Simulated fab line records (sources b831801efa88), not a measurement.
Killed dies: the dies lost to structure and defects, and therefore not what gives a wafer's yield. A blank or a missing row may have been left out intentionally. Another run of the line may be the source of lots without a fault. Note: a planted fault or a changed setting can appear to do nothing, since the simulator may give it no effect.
Chamber matching || flow gf180mcu || 3 sister chambers for GF_CONTACT_CVD_02 on pecvd-02
The step deposits SiO2 from TEOS, target thk 860 nm, time 95.992 s. 6 wafers are shown with their chamber, then 8 later ones without.

## WAFERS PAIRED WITH THEIR CHAMBERS
{"wafer": "L395.5", "chamber": 0, "heaterPowerW (W)": 810}
{"wafer": "L395.6", "chamber": 1, "heaterPowerW (W)": 839}
{"wafer": "L402.4", "chamber": 2, "heaterPowerW (W)": 582}
{"wafer": "L402.5", "chamber": 0, "heaterPowerW (W)": 680}
{"wafer": "L402.6", "chamber": 1, "heaterPowerW (W)": 816}
{"wafer": "L404.2", "chamber": 2, "heaterPowerW (W)": 728}

## WAFERS WITHOUT THEIR CHAMBER
{"wafer": "L404.4", "heaterPowerW (W)": 849}
{"wafer": "L404.5", "heaterPowerW (W)": 781}
{"wafer": "L407.1", "heaterPowerW (W)": 865}
{"wafer": "L407.2", "heaterPowerW (W)": 742}
{"wafer": "L407.4", "heaterPowerW (W)": 677}
{"wafer": "L408.1", "heaterPowerW (W)": 685}
{"wafer": "L408.2", "heaterPowerW (W)": 655}
{"wafer": "L408.3", "heaterPowerW (W)": 825}

## THE CHAMBER EACH PASSED THROUGH
{"wafer": "L404.4", "from the rows above": "can't be placed: 1 or 0", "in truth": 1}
{"wafer": "L404.5", "from the rows above": "can't be placed: 0 or 1 or 2", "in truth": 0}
{"wafer": "L407.1", "from the rows above": "can't be placed: 1 or 0", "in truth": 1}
{"wafer": "L407.2", "from the rows above": "can't be placed: 0 or 1 or 2", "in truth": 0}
{"wafer": "L407.4", "from the rows above": "can't be placed: 2 or 0 or 1", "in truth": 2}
{"wafer": "L408.1", "from the rows above": "can't be placed: 2 or 0 or 1", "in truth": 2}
{"wafer": "L408.2", "from the rows above": "can't be placed: 2 or 0", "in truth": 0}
{"wafer": "L408.3", "from the rows above": "can't be placed: 1 or 0", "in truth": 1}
Correctly placed: 0 of 8. Cannot be placed on the basis of these rows: 8; the candidates contain the true chamber in 8. Wrongly placed: 0.
How it was worked out, from the rows above alone: a wafer's distance from a chamber is the root of the sum, over the readings, of the square of ((its reading less the chamber's mean) divided by the reading's scatter). The wafer belongs to the nearest chamber; if the next one is less than 2 further off, it can't be placed. Each chamber's mean is taken over the wafers shown for it. The scatter is the square root of a quotient: the sum, over the shown wafers, of each reading's squared deviation from its chamber's mean, divided by wafers minus chambers.
